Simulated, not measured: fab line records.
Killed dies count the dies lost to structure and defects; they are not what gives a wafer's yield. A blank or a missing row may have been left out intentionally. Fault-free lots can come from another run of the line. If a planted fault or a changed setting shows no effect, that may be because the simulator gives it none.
One fault seen from 2 desks	flow sky130	numbers are kept per desk, each desk with only its own; the story behind them comes last

FOR THE TOOL OWNER'S DESK: iline stepper-02
The tool's own readings at SKY_SONOS_ONO_EXPOSE_10 (exposes mask ONOM, target cd 410 nm): means of the sampled wafers that have a number, for each lot that ran on this tool. Marked OUT: a lot whose mean sits more than 4 standard deviations from the usual mean, which makes it out of limits; the brackets give that distance.
Columns: A = exposure dose mJ cm2 at SKY_SONOS_ONO_EXPOSE_10, usual 150.01; B = reticle temp C at SKY_SONOS_ONO_EXPOSE_10, usual 23.00 C
lot	first seen here	A	B
L480	day 12 04:41	150.08	23.08
L497	day 18 06:17	145.00 (-29) OUT	23.02
Finding of this desk: L497 out of limits; the first was L497 at day 18 06:17, on exposure dose mJ cm2 at SKY_SONOS_ONO_EXPOSE_10. In limits: L480.

AT THE METROLOGY DESK
Lot by lot, what the gauges showed, no matter which tool ran the lot: averages of those sampled wafers that carry a number. Marked OUT: a lot whose mean sits more than 4 standard deviations from the usual mean, which makes it out of limits; the brackets give that distance.
Columns: A = cd nm at SKY_VT_ADJUST_HVTR_CD_MEAS_07, usual 379.6 nm; B = SONOS_TUNNEL_TW at SKY_SONOS_TUNNEL_TW_MEAS_12, usual 198.2; C = cd nm at SKY_SONOS_ONO_CD_MEAS_13, usual 409.6 nm; D = GATE_OXIDE_OVL at SKY_GATE_OXIDE_OVL_MEAS_10, usual -0.4 nm
lot	first seen here	A	B	C	D
L480	day 9 12:33	382.8	199.8	408.0	-0.5
L483	day 10 10:05	382.0	200.5	410.9	-2.0
L484	day 10 18:48	377.4	198.6	411.5	0.1
L485	day 10 22:41	380.8	198.4	405.0	-0.2
L486	day 11 09:47	378.0	197.5	409.8	-1.2
L487	day 11 15:38	380.6	197.8	410.7	-0.8
L488	day 12 00:11	380.3	194.7	409.0	-0.1
L489	day 12 07:47	378.7	196.0	408.9	-2.4
L497	day 14 21:24	377.9	197.3	396.0 (-5.7) OUT	0.0
L498	day 15 03:53	381.1	198.2	414.2	-2.9
L500	day 15 16:05	381.4	199.5	409.4	-0.4
L502	day 16 03:57	376.6	196.3	407.7	0.4
L503	day 16 22:39	376.9	200.0	405.4	-0.4
Finding of this desk: L497 out of limits; the first was L497 at day 18 21:19, on cd nm at SKY_SONOS_ONO_CD_MEAS_13. In limits: L480, L483, L484, L485, L486, L487, L488, L489, L498, L500, L502, L503.

BROUGHT TOGETHER
On L497, at day 18 06:17, an alarm was possible from the tool owner's desk.
At day 18 21:19 the metrology desk could have sounded an alarm, on L497.
All the named lots went through SKY_SONOS_ONO_EXPOSE_10 on iline stepper-02.

WHAT WAS PUT IN BY THE SIMULATOR
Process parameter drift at SKY_SONOS_ONO_EXPOSE_10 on iline stepper-02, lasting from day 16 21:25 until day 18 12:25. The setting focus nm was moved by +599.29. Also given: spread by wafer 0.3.
Struck lots among those shown: L497.
Time in hours from fault onset to the first out-of-limits reading at each desk: tool owner's desk 33, metrology desk 48.
